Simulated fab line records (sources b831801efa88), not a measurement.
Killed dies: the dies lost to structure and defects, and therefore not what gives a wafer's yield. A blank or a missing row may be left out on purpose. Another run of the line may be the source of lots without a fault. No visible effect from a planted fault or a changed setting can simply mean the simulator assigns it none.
A single fault, viewed from 2 desks + flow sky130 + each desk holds nothing but its own numbers, with what lay behind them at the end

== AT THE TOOL OWNER'S DESK: pvdSputter-03 ==
At SKY_VIA2_SPUTTER_20 (material TiN, target thk 20 nm, time 80 s) the tool's own readings: per lot run on this tool, the mean of the sampled wafers that have a number. A lot is out of limits, marked OUT, if its mean lies more than 4 standard deviations from the usual mean; the brackets give that distance.
Columns: A = cathodeDcPowerW at SKY_VIA2_SPUTTER_20, usual 4000.0 W; B = throttleValvePct at SKY_VIA2_SPUTTER_20, usual 29.9 %
| lot  | first seen here | A                        | B    |
|------|-----------------|--------------------------|------|
| L805 | day 38 14:19    | 4000.3                   | 29.7 |
| L807 | day 39 01:30    | 4000.5                   | 29.9 |
| L806 | day 39 02:43    | 3999.9                   | 29.8 |
| L808 | day 39 12:58    | 3999.5                   | 30.0 |
| L810 | day 39 23:07    | 3611.2 (-99 or more) OUT | 29.9 |
| L812 | day 40 14:55    | 3610.7 (-99 or more) OUT | 29.3 |
| L814 | day 41 09:26    | 3611.7 (-99 or more) OUT | 29.6 |
| L822 | day 43 18:13    | 4000.3                   | 29.9 |
This desk finds L810, L812, L814 out of limits, L810 being first, at day 39 23:07 (cathodeDcPowerW at SKY_VIA2_SPUTTER_20). In limits: L805, L807, L806, L808, L822.

== FROM THE METROLOGY DESK ==
What the gauges read for every lot (on any tool): the sampled wafers with a number, averaged. A lot is out of limits, marked OUT, if its mean lies more than 4 standard deviations from the usual mean; the brackets give that distance.
Columns: A = VIA2_BOW at SKY_VIA2_BOW_MEAS_03, usual 86 um; B = CAPM_TIN_RS at SKY_CAPM_RS_MEAS_03, usual 6.87 ohm/sq
| lot  | first seen here | A  | B    |
|------|-----------------|----|------|
| L800 | day 35 22:24    | 86 | 7.00 |
| L801 | day 36 02:59    | 94 | 6.96 |
| L805 | day 37 11:28    | 85 | 6.94 |
| L807 | day 37 22:54    | 94 | 6.85 |
| L806 | day 38 00:26    | 86 | 7.00 |
| L808 | day 38 11:16    | 83 | 6.87 |
| L809 | day 38 20:21    | 85 | 6.80 |
| L810 | day 38 21:41    | 98 | 6.82 |
| L812 | day 39 13:13    | 84 | 7.00 |
| L813 | day 39 22:07    | 83 | 6.84 |
| L814 | day 40 08:25    | 86 | 6.94 |
| L820 | day 42 00:23    | 90 | 6.75 |
| L822 | day 42 18:04    | 80 | 6.78 |
Result from this desk: across the 13 lots, nothing is out of limits.

== TAKEN TOGETHER ==
On L810, L812, L814, at day 39 23:07, an alarm was possible from the tool owner's desk.
The metrology desk saw nothing out of limits.
The metrology desk holds a record of L810, L812, L814, inside its limits.
The lots listed all ran SKY_VIA2_SPUTTER_20 on pvdSputter-03.

== WHAT HAD BEEN PUT IN BY THE SIMULATOR ==
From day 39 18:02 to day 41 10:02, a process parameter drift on pvdSputter-03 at SKY_VIA2_SPUTTER_20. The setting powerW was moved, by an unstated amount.
Shown lots that were struck: L810, L812, L814.
Time in hours from fault onset to the first out-of-limits reading at each desk: the tool owner's desk, 5.
